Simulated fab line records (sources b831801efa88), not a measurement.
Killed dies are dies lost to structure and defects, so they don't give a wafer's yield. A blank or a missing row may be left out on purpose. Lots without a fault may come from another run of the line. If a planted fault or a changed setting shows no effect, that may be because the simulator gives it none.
Which tool did it? + flow gf180mcu + 45 wafers from 15 lots sampled at 5 of the route's 602 steps

## WHAT EACH GAUGE READ, for each wafer
GF_STI_THK_MEAS_24.
| lot  | measured    | on            | STI_CVD_23_THK (nm) |
|------|-------------|---------------|---------------------|
| L988 | day 2 09:10 | film-metro-04 | 666 660 657         |
| L989 | day 2 13:48 | film-metro-03 | 653 656 661         |
| L990 | day 3 00:34 | film-metro-02 | 656 663 663         |
| L992 | day 3 08:43 | film-metro-03 | 650 661 655         |
| L994 | day 3 23:38 | film-metro-03 | 652 649 637         |
| L996 | day 4 08:41 | film-metro-03 | 641 649 642         |
| L997 | day 4 15:25 | film-metro-02 | 644 643 655         |
| L998 | day 4 15:25 | film-metro-03 | 653 656 654         |
| L103 | day 5 17:41 | film-metro-03 | 655 655 647         |
| L104 | day 5 18:48 | film-metro-04 | 654 651 652         |
| L105 | day 6 00:10 | film-metro-03 | 650 652 651         |
| L106 | day 6 07:07 | film-metro-03 | 649 656 655         |
| L107 | day 6 10:47 | film-metro-04 | 649 656 647         |
| L108 | day 6 15:57 | film-metro-02 | 656 655 654         |
| L110 | day 7 03:30 | film-metro-02 | 642 649 646         |

GF_DNWELL_TW_MEAS_09.
| lot  | measured    | on            | DNWELL_TW      |
|------|-------------|---------------|----------------|
| L988 | day 2 23:38 | film-metro-02 | 1331 1335 1340 |
| L989 | day 3 04:20 | film-metro-02 | 1334 1341 1341 |
| L990 | day 3 20:05 | film-metro-02 | 1335 1329 1341 |
| L992 | day 4 04:19 | film-metro-02 | 1348 1341 1343 |
| L994 | day 4 18:55 | film-metro-02 | 1336 1338 1345 |
| L996 | day 5 03:41 | film-metro-03 | 31 31 31       |
| L997 | day 5 08:22 | film-metro-01 | 30 30 30       |
| L998 | day 5 09:56 | film-metro-01 | 30 30 30       |
| L103 | day 6 11:16 | film-metro-03 | 1360 1356 1353 |
| L104 | day 6 13:10 | film-metro-02 | 1355 1348 1356 |
| L105 | day 6 19:22 | film-metro-03 | 1347 1346 1351 |
| L106 | day 7 01:02 | film-metro-02 | 1341 1339 1341 |
| L107 | day 7 05:25 | film-metro-01 | 1307 1315 1317 |
| L108 | day 7 10:10 | film-metro-01 | 1318 1321 1316 |
| L110 | day 7 21:58 | film-metro-02 | 1328 1333 1331 |

GF_VT_IMPLANT_TW_MEAS_10.
| lot  | measured     | on            | VT_IMPLANT_TW |
|------|--------------|---------------|---------------|
| L988 | day 5 18:37  | film-metro-04 | 563 561 560   |
| L989 | day 5 23:52  | film-metro-01 | 550 551 552   |
| L990 | day 6 18:32  | film-metro-04 | 563 563 565   |
| L992 | day 7 04:45  | film-metro-04 | 562 566 562   |
| L994 | day 7 22:59  | film-metro-04 | 564 563 564   |
| L996 | day 8 10:25  | film-metro-04 | 565 567 568   |
| L997 | day 8 14:27  | film-metro-01 | 556 551 553   |
| L998 | day 8 17:16  | film-metro-02 | 566 563 563   |
| L103 | day 9 22:37  | film-metro-02 | 555 555 556   |
| L104 | day 9 23:31  | film-metro-01 | 550 549 551   |
| L105 | day 10 07:16 | film-metro-01 | 548 550 551   |
| L106 | day 10 12:49 | film-metro-02 | 564 562 561   |
| L107 | day 10 17:13 | film-metro-01 | 550 551 551   |
| L108 | day 11 00:12 | film-metro-01 | 555 553 551   |
| L110 | day 11 12:53 | film-metro-01 | 551 549 550   |

## EACH LOT AND THE TOOL THAT RAN IT (in order: tool; ch and the chambers of the sampled wafers; start)
| lot  | GF_DNWELL_EXPOSE_04                | GF_MVPSD_STRIP_10                    |
|------|------------------------------------|--------------------------------------|
| L988 | iline-stepper-02 ch 0, day 2 17:55 | plasma-asher-04 ch 0,1, day 5 03:45  |
| L989 | iline-stepper-02 ch 0, day 2 22:23 | plasma-asher-01 ch 0,1, day 5 08:34  |
| L990 | iline-stepper-01 ch 0, day 3 13:48 | plasma-asher-03 ch 0,1, day 6 03:05  |
| L992 | iline-stepper-01 ch 0, day 3 21:59 | plasma-asher-04 ch 0,1, day 6 12:53  |
| L994 | iline-stepper-01 ch 0, day 4 12:33 | plasma-asher-04 ch 1, day 7 07:23    |
| L996 | iline-stepper-01, day 4 20:18      | plasma-asher-04 ch 0,1, day 7 17:59  |
| L997 | iline-stepper-02, day 5 01:09      | plasma-asher-04 ch 0,1, day 7 22:15  |
| L998 | iline-stepper-01, day 5 02:52      | plasma-asher-04 ch 0,1, day 8 00:32  |
| L103 | iline-stepper-01 ch 0, day 6 03:29 | plasma-asher-01 ch 0,1, day 9 04:35  |
| L104 | iline-stepper-01 ch 0, day 6 05:46 | plasma-asher-01 ch 0,1, day 9 06:14  |
| L105 | iline-stepper-01 ch 0, day 6 11:39 | plasma-asher-03 ch 0,1, day 9 13:24  |
| L106 | iline-stepper-01 ch 0, day 6 17:16 | plasma-asher-03 ch 0,1, day 9 19:32  |
| L107 | iline-stepper-02 ch 0, day 6 21:24 | plasma-asher-03 ch 1, day 9 23:02    |
| L108 | iline-stepper-01 ch 0, day 7 02:11 | plasma-asher-03 ch 1, day 10 05:56   |
| L110 | iline-stepper-02 ch 0, day 7 13:49 | plasma-asher-03 ch 0,1, day 10 18:02 |
- GF_DNWELL_EXPOSE_04: exposes mask DNWELL, target cd 1700 nm.
- GF_MVPSD_STRIP_10: strips in O2/N2.

## WHAT THE TOOLS THEMSELVES READ (means of the sampled wafers that have a number; where no wafer has one, the mark that the record gives instead)
GF_DNWELL_EXPOSE_04.
| lot  | tool             | exposure-dose-mJ-cm2 | focus-offset-nm (nm) |
|------|------------------|----------------------|----------------------|
| L988 | iline-stepper-02 | 259.92               | 0.2                  |
| L989 | iline-stepper-02 | 260.04               | -0.1                 |
| L990 | iline-stepper-01 | 259.97               | 0.0                  |
| L992 | iline-stepper-01 | 260.34               | -0.2                 |
| L994 | iline-stepper-01 | 260.07               | -0.2                 |
| L996 | iline-stepper-01 | -                    | -                    |
| L997 | iline-stepper-02 | -                    | -                    |
| L998 | iline-stepper-01 | -                    | -                    |
| L103 | iline-stepper-01 | 259.87               | 0.6                  |
| L104 | iline-stepper-01 | 259.95               | 0.4                  |
| L105 | iline-stepper-01 | 260.05               | -0.4                 |
| L106 | iline-stepper-01 | 260.30               | -0.8                 |
| L107 | iline-stepper-02 | 259.69               | -0.1                 |
| L108 | iline-stepper-01 | 259.93               | 0.0                  |
| L110 | iline-stepper-02 | 259.72               | -0.1                 |

GF_MVPSD_STRIP_10.
| lot  | tool            | drypump-motor-current-A (A) | heater-power-w (W) | oes-product-au (a.u.) | strip-time-to-endpoint-s (s) |
|------|-----------------|-----------------------------|--------------------|-----------------------|------------------------------|
| L988 | plasma-asher-04 | 5.2                         | 302                | 0.724                 | 36.88                        |
| L989 | plasma-asher-01 | 5.8                         | 318                | 0.718                 | 37.10                        |
| L990 | plasma-asher-03 | 5.9                         | 335                | 0.723                 | 37.14                        |
| L992 | plasma-asher-04 | 5.2                         | 307                | 0.725                 | 36.84                        |
| L994 | plasma-asher-04 | 5.2                         | 302                | 0.725                 | 37.03                        |
| L996 | plasma-asher-04 | 5.2                         | 309                | 0.724                 | 37.14                        |
| L997 | plasma-asher-04 | 5.2                         | 305                | 0.726                 | 37.02                        |
| L998 | plasma-asher-04 | 5.2                         | 304                | 0.718                 | 36.96                        |
| L103 | plasma-asher-01 | 5.8                         | 322                | 0.721                 | 36.97                        |
| L104 | plasma-asher-01 | 5.9                         | 344                | 0.720                 | 37.09                        |
| L105 | plasma-asher-03 | 5.8                         | 336                | 0.721                 | 36.96                        |
| L106 | plasma-asher-03 | 5.8                         | 336                | 0.719                 | 37.18                        |
| L107 | plasma-asher-03 | 5.8                         | 322                | 0.723                 | 37.00                        |
| L108 | plasma-asher-03 | 5.8                         | 321                | 0.723                 | 37.00                        |
| L110 | plasma-asher-03 | 5.8                         | 331                | 0.723                 | 37.04                        |

## THE ANSWER, worked out from the rows above alone
Rule: the lots themselves supply what counts as usual. The widest of any qualifying gaps counts: lots, ordered by their means at a reading, are off when they make up no more than a third of the lots, leave a main group of 4 or more, and stand apart from it by 3 or more times the standard deviation of that group's means. A main group whose means are all the same, to the digits that the tables above print for the reading, isn't used. A lot without any number at a reading at which 4 lots or more have one is off too. The other lots that the step has rows for count as sound. After the gauges, taken in route order, come the tools' own readings; for these a lot's mean is taken, as printed above. The first step at which some lot is off is used, and at that step the reading that is off furthest; a lot without a number counts as furthest.
Off: L996, L997, L998, at GF_DNWELL_TW_MEAS_09 (DNWELL_TW). Main group: mean 1338, sd 12.
A tool fits if, at a process step before that reading, it ran every lot that is off, and no sound lot after the first of them. Not tried: the gauges at GF_DNWELL_TW_MEAS_09; whatever is off there is also off at GF_DNWELL_EXPOSE_04, on other tools, and gauge error can't account for it. No candidate that was tried fits.

## WHAT WAS PUT IN BY THE SIMULATOR
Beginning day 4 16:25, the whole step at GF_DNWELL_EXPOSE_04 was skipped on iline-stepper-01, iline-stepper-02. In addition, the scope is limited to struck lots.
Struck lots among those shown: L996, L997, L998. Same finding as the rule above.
